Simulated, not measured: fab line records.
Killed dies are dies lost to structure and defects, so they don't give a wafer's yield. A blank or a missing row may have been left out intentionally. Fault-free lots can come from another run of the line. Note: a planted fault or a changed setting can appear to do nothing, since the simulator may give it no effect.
fab line records	flow sky130
[record] lots = 24	wafers = 72	last-day = 50
route steps=708 shown VIA2@528 METAL3@533 CAPM@538 VIA3@576
lots that met no fault: from a run of the same line without faults
start-h: hours from the record's opening day to when the first of the lot's shown wafers began	wait-h: hours from the lot's prior step to this one	" same as the row above	L1.1+2: a single row standing in for several wafers	- value missing, or start not given	* or withheld: withheld	< > ~ a bound
route shown NAME@n: NAME is a module with steps in the file, n the number in the route of the first one	usual: mean/standard deviation of fault-free wafers	same: alike in all rows	chamber/n: place in a boat	sites: readings site by site	_std_site: standard deviation of those values	_edge_site: outer sites' mean less inner sites'	radius-mm: how far each site lies from the wafer's centre	mask NAME#n: copy n	behind: the tool/chamber that last shaped the wafer	hold: what put the lot on hold/how long, in hours/how the hold closed	device: whichever transistor did not switch (one of n, p or np)	end of line: the tests these same wafers got at the end of their route	a step given without rows: its recipe and nothing more	killed: count of dies lost to structure and defects at first sort (not the wafer's yield)	map: per-die view of a wafer (x killed, . not killed, _ where there is no die)
set.NAME: the setting as run; set.NAME@STEP: as run at that earlier step	model.NAME: the simulator's own value behind a step, which no gauge read
steps of the route over a sample of lots; a table a step, a row a wafer
services: from which hour (start-h, from the record's first day; less than 0 if before it) a tool's chamber was out of use, for how many hours, and why
[[steps]]
[step SKY_VIA2_CVD_21]
[recipe] material = W	target-thk-nm = 420	time-s = 126.4	temp-c = 400	pressure-torr = 40
[usual] heater-power-w = 883/120
lot.wafer	tool	chamber	start-h	wait-h	heater-power-w
L074.2	cvd-w-01	1	843.74	0.0	1036
L074.3	"	1	"	"	1069
L074.4	"	0	"	"	872
L075.1	cvd-w-01	0	852.43	0.0	889
L075.3	"	0	"	"	878
L075.5	"	0	"	"	875
L076.1	cvd-w-02	0	855.14	0.0	978
L076.2	"	1	"	"	710
L076.3	"	0	"	"	966
L077.2	cvd-w-01	1	870.13	0.0	1052
L077.3	"	0	"	"	868
L077.4	"	1	"	"	1066
L078.2	cvd-w-02	1	877.73	0.0	717
L078.3	"	0	"	"	1003
L078.5	"	0	"	"	963
L079.1	cvd-w-02	1	879.87	0.0	710
L079.3	"	0	"	"	972
L079.6	"	0	"	"	993
L080.1	cvd-w-02	1	895.99	0.0	715
L080.3	"	1	"	"	726
L080.4	"	0	"	"	969
L081.1	cvd-w-01	0	903.58	0.0	895
L081.3	"	1	"	"	1058
L081.4	"	0	"	"	877
L082.4	cvd-w-02	0	908.48	0.1	966
L082.5	"	0	"	"	981
L082.6	"	1	"	"	691
L083.1	cvd-w-02	0	916.97	0.0	995
L083.2	"	1	"	"	727
L083.4	"	0	"	"	972
L084.2	cvd-w-02	0	923.45	0.0	1006
L084.5	"	1	"	"	717
L084.6	"	0	"	"	971
L085.1	cvd-w-02	0	932.99	0.0	989
L085.4	"	0	"	"	994
L085.5	"	0	"	"	967
L086.2	cvd-w-01	0	941.08	0.0	786
L086.3	"	1	"	"	964
L086.4	"	0	"	"	795
L087.4	cvd-w-02	1	953.72	0.1	723
L087.5	"	0	"	"	967
L087.6	"	1	"	"	721
L089.1	cvd-w-02	0	956.78	0.0	996
L089.3	"	1	"	"	721
L089.6	"	1	"	"	714
L088.3	cvd-w-02	1	959.97	0.1	716
L088.5	"	1	"	"	715
L088.6	"	0	"	"	967
L091.1	cvd-w-02	0	975.89	0.0	1006
L091.2	"	0	"	"	1004
L091.5	"	0	"	"	967
L092.1	cvd-w-01	1	977.84	0.0	915
L092.3	"	1	"	"	929
L092.6	"	1	"	"	942
L090.2	cvd-w-02	0	978.73	0.1	996
L090.3	"	0	"	"	977
L090.5	"	0	"	"	963
L093.3	cvd-w-01	0	984.13	0.1	810
L093.5	"	1	"	"	924
L093.6	"	0	"	"	797
L094.2	cvd-w-01	1	990.03	0.0	930
L094.3	"	0	"	"	794
L094.4	"	1	"	"	933
L095.1	cvd-w-02	1	998.30	0.0	724
L095.5	"	1	"	"	723
L095.6	"	0	"	"	975
L096.2	cvd-w-01	1	1002.10	0.0	936
L096.4	"	0	"	"	788
L096.6	"	1	"	"	911
L097.1	cvd-w-01	0	1008.33	0.0	797
L097.3	"	1	"	"	906
L097.6	"	1	"	"	933
[step SKY_VIA2_RS_MEAS_22]
[recipe] thk-meas-gauge = four-point-probe	reads = W_of_VIA2_CVD_21+TiN_of_VIA2_SPUTTER_20
[usual] VIA2_W_RS = 0.2739/0.0028
lot.wafer	tool	chamber	start-h	wait-h	VIA2_W_RS[ohm/sq]
L074.2	film-metro-04	-	843.89	0.1	0.2703
L074.3	"	-	"	"	0.2710
L074.4	"	-	"	"	0.2718
L075.1	film-metro-03	-	852.56	0.1	0.2785
L075.3	"	-	"	"	0.2754
L075.5	"	-	"	"	0.2765
L076.1	film-metro-03	-	855.27	0.1	0.2719
L076.2	"	-	"	"	0.2770
L076.3	"	-	"	"	0.2688
L077.2	film-metro-04	-	870.28	0.1	0.2795
L077.3	"	-	"	"	0.2730
L077.4	"	-	"	"	0.2756
L078.2	film-metro-03	-	877.88	0.1	0.2777
L078.3	"	-	"	"	0.2742
L078.5	"	-	"	"	0.2762
L079.1	film-metro-03	-	880.00	0.1	0.2730
L079.3	"	-	"	"	0.2729
L079.6	"	-	"	"	0.2677
L080.1	film-metro-04	-	896.12	0.1	0.2747
L080.3	"	-	"	"	0.2733
L080.4	"	-	"	"	0.2698
L081.1	film-metro-03	-	903.71	0.1	0.2788
L081.3	"	-	"	"	0.2763
L081.4	"	-	"	"	0.2760
L082.4	film-metro-01	-	908.63	0.1	0.2712
L082.5	"	-	"	"	0.2664
L082.6	"	-	"	"	0.2711
L083.1	film-metro-04	-	917.10	0.1	0.2701
L083.2	"	-	"	"	0.2755
L083.4	"	-	"	"	0.2729
L084.2	film-metro-04	-	923.60	0.1	0.2730
L084.5	"	-	"	"	0.2737
L084.6	"	-	"	"	0.2704
L085.1	film-metro-03	-	933.12	0.1	0.2730
L085.4	"	-	"	"	0.2730
L085.5	"	-	"	"	0.2716
L086.2	film-metro-04	-	941.23	0.1	0.2762
L086.3	"	-	"	"	0.2736
L086.4	"	-	"	"	0.2758
L087.4	film-metro-04	-	953.87	0.1	0.2785
L087.5	"	-	"	"	0.2744
L087.6	"	-	"	"	0.2786
L089.1	film-metro-03	-	956.91	0.1	0.2702
L089.3	"	-	"	"	0.2774
L089.6	"	-	"	"	0.2769
L088.3	film-metro-04	-	960.10	0.1	0.2786
L088.5	"	-	"	"	0.2792
L088.6	"	-	"	"	0.2755
L091.1	film-metro-03	-	976.15	0.2	0.2730
L091.2	"	-	"	"	0.2780
L091.5	"	-	"	"	0.2733
L092.1	film-metro-01	-	977.97	0.1	0.2727
L092.3	"	-	"	"	0.2723
L092.6	"	-	"	"	0.2712
L090.2	film-metro-04	-	978.97	0.2	0.2706
L090.3	"	-	"	"	0.2730
L090.5	"	-	"	"	0.2728
L093.3	film-metro-04	-	984.26	0.1	0.2717
L093.5	"	-	"	"	0.2736
L093.6	"	-	"	"	0.2710
L094.2	film-metro-04	-	990.18	0.1	0.2759
L094.3	"	-	"	"	0.2747
L094.4	"	-	"	"	0.2735
L095.1	film-metro-01	-	998.43	0.1	0.2762
L095.5	"	-	"	"	0.2751
L095.6	"	-	"	"	0.2701
L096.2	film-metro-04	-	1002.25	0.1	0.2746
L096.4	"	-	"	"	0.2766
L096.6	"	-	"	"	0.2719
L097.1	film-metro-04	-	1008.46	0.1	0.2731
L097.3	"	-	"	"	0.2718
L097.6	"	-	"	"	0.2708
[step SKY_METAL3_SPUTTER_01]
[recipe] material = TiN	target-thk-nm = 20	power-w = 6500	time-s = 16.7	chamber-pressure-pa = 0.4
[usual] throttle-valve-pct = 30.3/0.82
lot.wafer	tool	chamber	start-h	wait-h	throttle-valve-pct
L074.2	pvd-sputter-01	-	844.37	0.0	30.9
L074.3	"	-	"	"	28.9
L074.4	"	-	"	"	30.5
L075.1	pvd-sputter-01	-	853.06	0.0	30.4
L075.3	"	-	"	"	29.0
L075.5	"	-	"	"	30.6
L076.1	pvd-sputter-02	-	855.77	0.0	29.0
L076.2	"	-	"	"	30.9
L076.3	"	-	"	"	31.7
L077.2	pvd-sputter-01	-	870.76	0.0	30.9
L077.3	"	-	"	"	30.5
L077.4	"	-	"	"	30.3
L078.2	pvd-sputter-01	-	878.70	0.0	29.0
L078.3	"	-	"	"	30.5
L078.5	"	-	"	"	28.8
L079.1	pvd-sputter-01	-	880.50	0.0	30.2
L079.3	"	-	"	"	28.8
L079.6	"	-	"	"	30.2
L080.1	pvd-sputter-01	-	896.62	0.0	30.4
L080.3	"	-	"	"	31.0
L080.4	"	-	"	"	29.0
L081.1	pvd-sputter-02	-	904.21	0.0	31.9
L081.3	"	-	"	"	30.9
L081.4	"	-	"	"	32.1
L082.4	pvd-sputter-01	-	909.08	0.0	29.0
L082.5	"	-	"	"	30.5
L082.6	"	-	"	"	30.4
L083.1	pvd-sputter-04	-	917.60	0.0	30.4
L083.2	"	-	"	"	30.6
L083.4	"	-	"	"	29.8
L084.2	pvd-sputter-04	-	924.16	0.0	29.4
L084.5	"	-	"	"	30.9
L084.6	"	-	"	"	30.4
L085.1	pvd-sputter-02	-	933.62	0.0	31.9
L085.4	"	-	"	"	30.9
L085.5	"	-	"	"	28.9
L086.2	pvd-sputter-04	-	941.71	0.0	29.4
L086.3	"	-	"	"	29.9
L086.4	"	-	"	"	30.6
L087.4	pvd-sputter-01	-	954.31	0.0	30.6
L087.5	"	-	"	"	30.9
L087.6	"	-	"	"	31.2
L089.1	pvd-sputter-04	-	957.41	0.0	29.4
L089.3	"	-	"	"	30.0
L089.6	"	-	"	"	30.2
L088.3	pvd-sputter-04	-	960.56	0.0	30.8
L088.5	"	-	"	"	30.9
L088.6	"	-	"	"	29.8
L091.1	pvd-sputter-01	-	976.65	0.0	30.3
L091.2	"	-	"	"	30.9
L091.5	"	-	"	"	31.0
L092.1	pvd-sputter-04	-	978.47	0.0	29.8
L092.3	"	-	"	"	30.2
L092.6	"	-	"	"	29.7
L090.2	pvd-sputter-04	-	979.63	0.0	30.6
L090.3	"	-	"	"	30.1
L090.5	"	-	"	"	30.5
L093.3	pvd-sputter-01	-	984.72	0.0	31.2
L093.5	"	-	"	"	30.5
L093.6	"	-	"	"	31.0
L094.2	pvd-sputter-04	-	990.67	0.0	30.4
L094.3	"	-	"	"	29.9
L094.4	"	-	"	"	30.8
L095.1	pvd-sputter-02	-	998.94	0.0	29.2
L095.5	"	-	"	"	28.9
L095.6	"	-	"	"	31.0
L096.2	pvd-sputter-01	-	1002.73	0.0	30.9
L096.4	"	-	"	"	31.1
L096.6	"	-	"	"	31.1
L097.1	pvd-sputter-01	-	1008.97	0.0	28.8
L097.3	"	-	"	"	30.4
L097.6	"	-	"	"	30.6
[step SKY_CAPM_THK_MEAS_01]
[recipe] reads = SiO2_of_CAPM_CVD_00
[usual] CAPM_CVD_00_THK = 15.49/0.22
lot.wafer	tool	chamber	start-h	wait-h	CAPM_CVD_00_THK[nm]
L074.2	film-metro-02	-	844.55	-	15.05
L074.3	"	-	"	"	15.82
L074.4	"	-	"	"	15.64
L075.1	film-metro-04	-	853.21	-	15.38
L075.3	"	-	"	"	15.34
L075.5	"	-	"	"	15.62
L076.1	film-metro-04	-	855.92	-	15.24
L076.2	"	-	"	"	15.20
L076.3	"	-	"	"	15.40
L077.2	film-metro-04	-	870.92	-	15.37
L077.3	"	-	"	"	15.33
L077.4	"	-	"	"	15.62
L078.2	film-metro-04	-	878.87	-	15.38
L078.3	"	-	"	"	15.89
L078.5	"	-	"	"	15.68
L079.1	film-metro-04	-	880.66	-	15.06
L079.3	"	-	"	"	15.33
L079.6	"	-	"	"	15.59
L080.1	film-metro-02	-	896.77	-	15.54
L080.3	"	-	"	"	15.50
L080.4	"	-	"	"	15.78
L081.1	film-metro-03	-	904.36	-	15.71
L081.3	"	-	"	"	15.52
L081.4	"	-	"	"	15.82
L082.4	film-metro-02	-	909.25	-	15.42
L082.5	"	-	"	"	15.79
L082.6	"	-	"	"	15.76
L083.1	film-metro-04	-	917.75	-	15.34
L083.2	"	-	"	"	15.44
L083.4	"	-	"	"	15.50
L084.2	film-metro-04	-	924.33	-	15.48
L084.5	"	-	"	"	15.66
L084.6	"	-	"	"	15.58
L085.1	film-metro-04	-	933.77	-	15.41
L085.4	"	-	"	"	15.55
L085.5	"	-	"	"	15.61
L086.2	film-metro-02	-	941.87	-	15.25
L086.3	"	-	"	"	15.43
L086.4	"	-	"	"	15.43
L087.4	film-metro-02	-	954.49	-	15.71
L087.5	"	-	"	"	16.02
L087.6	"	-	"	"	16.20
L089.1	film-metro-03	-	957.56	-	15.06
L089.3	"	-	"	"	15.16
L089.6	"	-	"	"	15.46
L088.3	film-metro-02	-	960.73	-	15.64
L088.5	"	-	"	"	15.75
L088.6	"	-	"	"	15.75
L091.1	film-metro-02	-	976.80	-	15.31
L091.2	"	-	"	"	15.36
L091.5	"	-	"	"	15.51
L092.1	film-metro-04	-	978.64	-	15.29
L092.3	"	-	"	"	15.35
L092.6	"	-	"	"	15.63
L090.2	film-metro-02	-	979.81	-	15.39
L090.3	"	-	"	"	15.08
L090.5	"	-	"	"	15.68
L093.3	film-metro-03	-	984.89	-	15.40
L093.5	"	-	"	"	15.46
L093.6	"	-	"	"	15.31
L094.2	film-metro-04	-	990.85	-	15.49
L094.3	"	-	"	"	15.44
L094.4	"	-	"	"	15.38
L095.1	film-metro-04	-	999.09	-	15.18
L095.5	"	-	"	"	15.55
L095.6	"	-	"	"	15.40
L096.2	film-metro-03	-	1002.90	-	14.91
L096.4	"	-	"	"	15.19
L096.6	"	-	"	"	15.46
L097.1	film-metro-02	-	1009.12	-	15.34
L097.3	"	-	"	"	15.55
L097.6	"	-	"	"	15.84
[step SKY_METAL3_ETCH_16]
[recipe] chemistry = N2/H2	target = BARC	ion-energy-ev = 200	bias-w = 100	pressure-mtorr = 30	n2-flow-sccm = 100	h2-flow-sccm = 200	icp-w = 500	stop-on = SiO2	time-s = 88.2	target-depth-a = 600
[usual] drypump-motor-current-A = 5.83/0.069	oes-product-au = 0.626/0.0046	throttle-valve-pct = 13.206/0.0077
lot.wafer	tool	chamber	start-h	wait-h	drypump-motor-current-A	oes-product-au	rf-hours-counter-h	throttle-valve-pct
L074.2	rie-metal-03	1	897.86	0.0	5.87	0.629	12	13.208
L074.3	"	0	"	"	5.90	0.631	-	13.208
L074.4	"	1	"	"	5.89	0.622	-	13.194
L075.1	rie-metal-03	1	906.71	0.0	5.89	0.621	13	13.203
L075.3	"	1	"	"	5.86	0.627	-	13.219
L075.5	"	0	"	"	5.91	0.625	-	13.203
L076.1	rie-metal-03	0	908.36	0.0	5.93	0.619	8	13.202
L076.2	"	1	"	"	5.89	0.616	13	13.206
L076.3	"	0	"	"	5.92	0.626	-	13.207
L077.2	rie-metal-03	0	923.06	0.0	5.89	0.632	9	13.198
L077.3	"	0	"	"	5.89	0.629	-	13.206
L077.4	"	1	"	"	5.83	0.628	-	13.197
L078.2	rie-metal-01	0	931.21	0.0	5.75	0.632	18	13.214
L078.3	"	1	"	"	5.83	0.623	-	13.217
L078.5	"	1	"	"	5.84	0.629	-	13.203
L079.1	rie-metal-02	1	933.54	0.1	5.70	0.623	5	13.204
L079.3	"	1	"	"	5.72	0.622	-	13.202
L079.6	"	1	"	"	5.71	0.623	-	13.214
L080.1	rie-metal-01	0	947.16	0.0	5.75	0.633	19	13.179
L080.3	"	1	"	"	5.83	0.623	-	13.197
L080.4	"	0	"	"	5.74	0.629	-	13.197
L081.1	rie-metal-03	1	954.96	0.0	5.86	0.627	15	13.209
L081.3	"	0	"	"	5.90	0.623	-	13.203
L081.4	"	1	"	"	5.89	0.626	-	13.201
L082.4	rie-metal-01	0	959.30	0.0	5.76	0.620	-	13.204
L082.5	"	0	"	"	5.75	0.630	-	13.212
L082.6	"	1	"	"	5.79	0.619	-	13.193
L083.1	rie-metal-02	0	967.56	0.0	5.90	0.634	1	13.202
L083.2	"	1	"	"	5.73	0.625	7	13.206
L083.4	"	0	"	"	5.89	0.630	-	13.209
L084.2	rie-metal-02	0	973.91	0.0	5.88	0.626	1	13.203
L084.5	"	0	"	"	5.89	0.625	-	13.196
L084.6	"	1	"	"	5.71	0.625	-	13.215
L085.1	rie-metal-03	0	983.26	0.0	5.91	0.634	12	13.198
L085.4	"	1	"	"	5.88	0.630	-	13.198
L085.5	"	0	"	"	5.90	0.629	-	13.200
L086.2	rie-metal-01	1	990.46	0.0	5.79	0.635	7	13.215
L086.3	"	0	"	"	5.75	0.622	-	13.204
L086.4	"	1	"	"	5.81	0.626	-	13.208
L087.4	rie-metal-01	1	1003.85	0.0	5.83	0.630	-	13.208
L087.5	"	1	"	"	5.82	0.627	-	13.195
L087.6	"	0	"	"	5.75	0.614	-	13.205
L089.1	rie-metal-02	1	1005.86	0.0	5.71	0.629	8	13.203
L089.3	"	0	"	"	5.92	0.625	-	13.207
L089.6	"	1	"	"	5.71	0.634	-	13.204
L088.3	rie-metal-03	0	1008.85	0.0	5.91	0.620	-	13.206
L088.5	"	1	"	"	5.86	0.626	-	13.213
L088.6	"	0	"	"	5.88	0.627	-	13.202
L091.1	rie-metal-03	1	1022.96	0.0	5.85	0.635	19	13.210
L091.2	"	0	"	"	5.91	0.626	14	13.217
L091.5	"	0	"	"	5.91	0.626	-	13.189
L092.1	rie-metal-01	0	1026.01	0.0	5.76	0.629	23	13.220
L092.3	"	0	"	"	5.76	0.626	-	13.212
L092.6	"	1	"	"	5.79	0.635	-	13.215
L090.2	rie-metal-02	0	1027.11	0.0	5.90	0.625	4	13.208
L090.3	"	1	"	"	5.74	0.629	-	13.211
L090.5	"	0	"	"	5.91	0.624	-	13.207
L093.3	rie-metal-01	1	1032.01	0.1	5.83	0.618	-	13.212
L093.5	"	1	"	"	5.82	0.634	-	13.200
L093.6	"	1	"	"	5.82	0.620	-	13.200
L094.2	rie-metal-01	1	1037.93	0.1	5.82	0.626	-	13.215
L094.3	"	1	"	"	5.79	0.619	-	13.208
L094.4	"	1	"	"	5.80	0.631	-	13.202
L095.1	rie-metal-03	1	1044.56	0.0	5.92	0.618	21	13.207
L095.5	"	0	"	"	5.92	0.632	-	13.216
L095.6	"	1	"	"	5.89	0.619	-	13.217
L096.2	rie-metal-01	0	1049.21	0.0	5.75	0.623	1	13.214
L096.4	"	1	"	"	5.84	0.633	-	13.203
L096.6	"	1	"	"	5.80	0.622	-	13.210
L097.1	rie-metal-03	0	1054.76	0.0	5.92	0.625	17	13.193
L097.3	"	0	"	"	5.90	0.627	-	13.191
L097.6	"	0	"	"	5.90	0.629	-	13.208
[step SKY_VIA3_BOW_MEAS_03]
[recipe] mode = bow
[usual] VIA3_BOW = 80/8.3
lot.wafer	tool	chamber	start-h	wait-h	VIA3_BOW[um]
L074.2	film-metro-03	-	899.30	0.2	85
L074.3	"	-	"	"	101
L074.4	"	-	"	"	88
L075.1	film-metro-02	-	908.13	0.2	85
L075.3	"	-	"	"	78
L075.5	"	-	"	"	76
L076.1	film-metro-03	-	909.96	0.2	80
L076.2	"	-	"	"	70
L076.3	"	-	"	"	76
L077.2	film-metro-01	-	924.63	0.3	85
L077.3	"	-	"	"	88
L077.4	"	-	"	"	93
L078.2	film-metro-01	-	932.65	0.2	73
L078.3	"	-	"	"	84
L078.5	"	-	"	"	88
L079.1	film-metro-02	-	935.05	0.2	81
L079.3	"	-	"	"	72
L079.6	"	-	"	"	72
L080.1	film-metro-02	-	948.63	0.1	72
L080.3	"	-	"	"	82
L080.4	"	-	"	"	66
L081.1	film-metro-01	-	956.38	0.2	92
L081.3	"	-	"	"	92
L081.4	"	-	"	"	87
L082.4	film-metro-01	-	960.90	0.2	78
L082.5	"	-	"	"	84
L082.6	"	-	"	"	83
L083.1	film-metro-03	-	969.02	0.2	84
L083.2	"	-	"	"	95
L083.4	"	-	"	"	89
L084.2	film-metro-02	-	975.34	0.2	80
L084.5	"	-	"	"	68
L084.6	"	-	"	"	75
L085.1	film-metro-02	-	984.68	0.2	62
L085.4	"	-	"	"	57
L085.5	"	-	"	"	64
L086.2	film-metro-03	-	991.93	0.2	77
L086.3	"	-	"	"	77
L086.4	"	-	"	"	94
L087.4	film-metro-02	-	1005.33	0.2	89
L087.5	"	-	"	"	89
L087.6	"	-	"	"	85
L089.1	film-metro-01	-	1007.28	0.2	70
L089.3	"	-	"	"	85
L089.6	"	-	"	"	75
L088.3	film-metro-01	-	1010.66	0.1	85
L088.5	"	-	"	"	78
L088.6	"	-	"	"	80
L091.1	film-metro-03	-	1024.38	0.1	77
L091.2	"	-	"	"	70
L091.5	"	-	"	"	88
L092.1	film-metro-01	-	1027.50	0.1	83
L092.3	"	-	"	"	76
L092.6	"	-	"	"	87
L090.2	film-metro-02	-	1028.55	0.1	81
L090.3	"	-	"	"	86
L090.5	"	-	"	"	78
L093.3	film-metro-01	-	1033.50	0.2	69
L093.5	"	-	"	"	73
L093.6	"	-	"	"	82
L094.2	film-metro-02	-	1039.43	0.3	92
L094.3	"	-	"	"	80
L094.4	"	-	"	"	66
L095.1	film-metro-02	-	1045.99	0.1	73
L095.5	"	-	"	"	87
L095.6	"	-	"	"	73
L096.2	film-metro-02	-	1050.66	0.2	76
L096.4	"	-	"	"	68
L096.6	"	-	"	"	65
L097.1	film-metro-03	-	1056.25	0.2	84
L097.3	"	-	"	"	76
L097.6	"	-	"	"	75
[[services]]
tool	chamber	start-h	hours	kind
rie-metal-03	1	820.37	4.7	repair
pvd-sputter-02	-	836.35	0.5	repair
rie-metal-01	1	839.24	-	clean
rie-metal-01	1	839.24	19.3	scheduled-down
rie-metal-01	1	839.24	19.3	vent-cycle
pvd-sputter-01	-	863.00	1.5	repair
pvd-sputter-04	-	865.26	4.3	repair
pvd-sputter-01	0	896.75	-	consumable-replace:kit
pvd-sputter-01	0	896.75	18.0	scheduled-down
pvd-sputter-01	0	896.75	18.0	vent-cycle
rie-metal-02	0	897.49	18.9	repair
cvd-w-01	-	904.00	14.0	pm
cvd-w-01	0	904.00	14.0	vent-cycle
cvd-w-01	1	904.00	14.0	vent-cycle
cvd-w-01	0	918.00	-	clean
cvd-w-01	1	918.00	-	clean
rie-metal-03	-	943.28	1.4	pm
rie-metal-02	-	946.22	1.5	repair
pvd-sputter-04	-	949.51	3.6	repair
cvd-w-02	1	972.26	21.6	repair
cvd-w-01	0	978.97	3.0	repair
cvd-w-02	-	982.52	2.8	pm
pvd-sputter-04	-	1017.72	2.0	repair
cvd-w-02	-	1052.20	1.7	repair
[[key]]
fault none
